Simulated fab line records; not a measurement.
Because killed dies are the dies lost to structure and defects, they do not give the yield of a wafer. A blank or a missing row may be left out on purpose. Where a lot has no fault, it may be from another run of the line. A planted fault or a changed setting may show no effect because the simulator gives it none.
A single fault, viewed from 2 desks    flow gf180mcu    what lay behind the numbers comes last; until then each desk has only its own

THE METROLOGY DESK
Lot by lot, what the gauges showed, no matter which tool ran the lot: averages of those sampled wafers that carry a number. Any lot whose mean is over 4 standard deviations away from the usual mean is out of limits and marked OUT; that distance is given in the brackets.
Columns: A = MIM_ALCU_RS at GF_MIM_RS_MEAS_10, usual 0.1602 ohm/sq; B = M5_OVL at GF_M5_OVL_MEAS_08, usual -1 nm
lot   first seen here  A       B
L323  day 24 17:44     0.1575  -3
L324  day 25 05:20     0.1607  -8
L325  day 25 20:26     0.1616  -6
L326  day 26 08:47     0.1625  9
L327  day 26 11:27     0.1604  -3
L328  day 26 14:40     0.1578  -6
L331  day 27 20:37     0.1603  1
L332  day 28 03:45     0.1607  3
L333  day 28 12:28     0.1604  -1
L334  day 28 16:34     0.1610  -10
L336  day 29 04:49     0.1593  -0
L337  day 29 11:03     0.1596  -10
L342  day 30 19:22     0.1595  -1
L343  day 31 06:28     0.1612  1
Result from this desk: across the 14 lots, nothing is out of limits.

FOR THE TOOL OWNER'S DESK: cmp-01
The tool's own readings at GF_CONTACT_CMP_27 (polishes, stops on SiO2, t overpolish 15 s, target thk 0 nm): means of the sampled wafers that have a number, for each lot that ran on this tool. Any lot whose mean is over 4 standard deviations away from the usual mean is out of limits and marked OUT; that distance is given in the brackets.
Columns: A = motor_current_A at GF_CONTACT_CMP_27, usual 10.3 A; B = overpolish_run_s at GF_CONTACT_CMP_27, usual 15.001 s; C = time_to_endpoint_s at GF_CONTACT_CMP_27, usual 74 s
lot   first seen here  A     B       C
L323  day 16 05:58     9.8   15.000  78
L324  day 16 18:19     10.0  15.002  75
L327  day 18 03:04     10.4  15.005  68
L328  day 18 05:56     9.9   15.000  73
L331  day 19 17:35     10.2  15.004  73
L342  day 23 06:19     9.9   15.003  71
L343  day 23 18:35     10.2  15.003  72
Result from this desk: across the 7 lots, nothing is out of limits.

ALL TOGETHER
Nothing out of limits was seen by the metrology desk.
The tool owner's desk saw nothing out of limits.

WHAT HAD BEEN PUT IN BY THE SIMULATOR
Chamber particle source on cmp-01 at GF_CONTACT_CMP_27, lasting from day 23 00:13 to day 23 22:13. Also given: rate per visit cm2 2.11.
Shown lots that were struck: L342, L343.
